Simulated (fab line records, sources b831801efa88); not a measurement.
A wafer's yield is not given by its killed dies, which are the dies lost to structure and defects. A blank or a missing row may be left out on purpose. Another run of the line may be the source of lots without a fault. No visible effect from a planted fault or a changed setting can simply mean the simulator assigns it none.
Struck lot and sound lot, side by side	flow sky130	25 out of 708 route steps
Sound: these wafers, L851.2, L851.3, L851.6. Struck: wafer L873.1 (L873.4, L873.5, from the same lot, were not struck and are left out); the cause is given at the end.
For every step that has rows: the tool of each side, followed by ch and its chambers, followed by its first start. Under that, the readings that differ: sound wafers	struck wafers	difference of the means	sigmas: that difference in standard deviations of wafers without a fault.
alike: readings whose means differ by less than 2 such deviations, and words and numbers that are the same on both sides. not compared: withheld readings, readings that some wafer has no value for, bounds like >300 that may hide the same value, and numbers for which the record gives no deviation and whose values overlap.
A row with sigmas, a row that says differs or no value, or rows on one side alone: a step with any of these is where the two part. When numbers do not overlap yet have no deviation, they are printed without sigmas and do not part them. Lack of a reading on every wafer of one side parts them only where that side has two or more wafers.

first, 9 steps without rows for these wafers: SKY_LI_CONTACT_ETCH_14 (etches BARC in N2/H2, stops on SiO2, time 45.9 s, target depth 60 nm); SKY_LI_CONTACT_ETCH_15 (etches PSG in C4F8/O2/Ar, stops on Si, target depth 600 nm); SKY_LI_CONTACT_STRIP_16 (strips in O2/N2); SKY_LI_CONTACT_CLEAN_17 (cleans in NMP, time 600 s); SKY_LI_CONTACT_PRE_CLEAN_18 (time 5.6 s); SKY_LI_CONTACT_SPUTTER_19 (material Ti, target thk 20 nm, time 106.37 s); SKY_LI_CONTACT_SPUTTER_20 (material TiN, target thk 20 nm, time 80 s); SKY_LI_CONTACT_CVD_21 (deposits W, target thk 400 nm, time 120.56 s); SKY_LI_CONTACT_CMP_24 (polishes, stops on PSG, t overpolish 20 s, target thk 0 nm).
SKY_LOCAL_INTERCONNECT_SPUTTER_00: material TiN, target thk 100 nm, time 83.3 s.
  sound on pvd_sputter-02 at day 28 18:35; struck on pvd_sputter-02 at day 36 15:56
reading	sound	struck	difference	sigmas
model.TiN_of_LOCAL_INTERCONNECT_SPUTTER_00.thk_nm (nm)	100.1 100.1 100.4	144.9	+44.7	
  alike: throttle_valve_pct
SKY_LOCAL_INTERCONNECT_RS_MEAS_01: a four-point-probe measurement.
  sound on film_metro-01 at day 28 18:40; struck on film_metro-01 at day 36 16:17
reading	sound	struck	difference	sigmas
LOCAL_INTERCONNECT_TIN_RS (ohm/sq)	14.12 14.14 14.09	9.61	-4.51	-32
  not compared: hold
SKY_LOCAL_INTERCONNECT_THK_MEAS_02: measures by xrf.
  sound on film_metro-01 at day 28 18:46; struck on film_metro-01 at day 36 21:07
reading	sound	struck	difference	sigmas
LOCAL_INTERCONNECT_TIN_THK (nm)	99.7 99.6 100.1	143.5	+43.7	+45
  not compared: hold
then, 8 steps without rows for these wafers: SKY_LOCAL_INTERCONNECT_HMDS_04 (prime time 60 s); SKY_LOCAL_INTERCONNECT_COAT_05 (resist thk 60 nm); SKY_LOCAL_INTERCONNECT_COAT_06 (resist thk 450 nm); SKY_LOCAL_INTERCONNECT_SOFTBAKE_07 (time 90 s); SKY_LOCAL_INTERCONNECT_EXPOSE_08 (exposes mask LI1M, target cd 170 nm); SKY_LOCAL_INTERCONNECT_PEB_09; SKY_LOCAL_INTERCONNECT_DEVELOP_10 (develop time 60 s); SKY_LOCAL_INTERCONNECT_ETCH_13 (etches BARC in N2/H2, stops on SiO2, time 45.9 s, target depth 60 nm).
SKY_LOCAL_INTERCONNECT_METAL_ETCH_14: etches TiN in Cl2/BCl3, stops on PSG, target depth 110 nm, time 31.4 s.
  sound on rie_metal-04 ch 0,1, day 29 22:44; struck on rie_metal-02 ch 1, day 37 17:59
reading	sound	struck	difference	sigmas
oes_product_au (a.u.)	0.941 0.937 0.942	1.010	+0.070	+11
throttle_valve_pct (%)	21.923 21.917 21.910	21.864	-0.053	-6
  alike: chamber_pressure_mTorr, drypump_motor_current_A
  not compared: rf_hours_counter_h
then, 1 step without rows for these wafers: SKY_LOCAL_INTERCONNECT_STRIP_15 (strips in O2/N2).
SKY_LOCAL_INTERCONNECT_STRIP_16: strips in post etch residue remover, time 1200 s.
  sound on wet_bench-03 ch 1, day 29 22:53; struck on wet_bench-01 ch 3, day 37 18:08
reading	sound	struck	difference	sigmas
model.TiN_of_LOCAL_INTERCONNECT_SPUTTER_00.thk_nm (nm)	99.65 99.64 100	144.5	+44.7	
then, 1 step without rows for these wafers: SKY_LOCAL_INTERCONNECT_CLEAN_17 (cleans in IPA, time 180 s).
-- the record jumps here: 13 days lie between the struck wafers' starts before and after (it left off in module LOCAL_INTERCONNECT and takes up again in module PAD_OPEN, whose first step shown is number 708 of the route) --
SKY_PAD_OPEN_PROBE_99:
  sound on prober-01 at day 45 07:50; struck on prober-02 at day 51 01:19
reading	sound	struck	difference	sigmas
hold	- - -	await_dispo/1.8h/release	no value on the sound wafers	
killed_at_contacts	23 34 18	426	+401	+79
killed_at_other	0 0 0	3	+3	+5
killed_dies	80 96 78	492	+407	+46
killed_on_rim	18 23 11	96	+79	+22
  alike: killed_at_M0_to_M3, killed_at_M4_up, killed_at_front_end, killed_open, killed_short

## WHERE THEY PART
First at SKY_LOCAL_INTERCONNECT_RS_MEAS_01; last, within this record, at SKY_PAD_OPEN_PROBE_99.

WHY: what the simulator had put in
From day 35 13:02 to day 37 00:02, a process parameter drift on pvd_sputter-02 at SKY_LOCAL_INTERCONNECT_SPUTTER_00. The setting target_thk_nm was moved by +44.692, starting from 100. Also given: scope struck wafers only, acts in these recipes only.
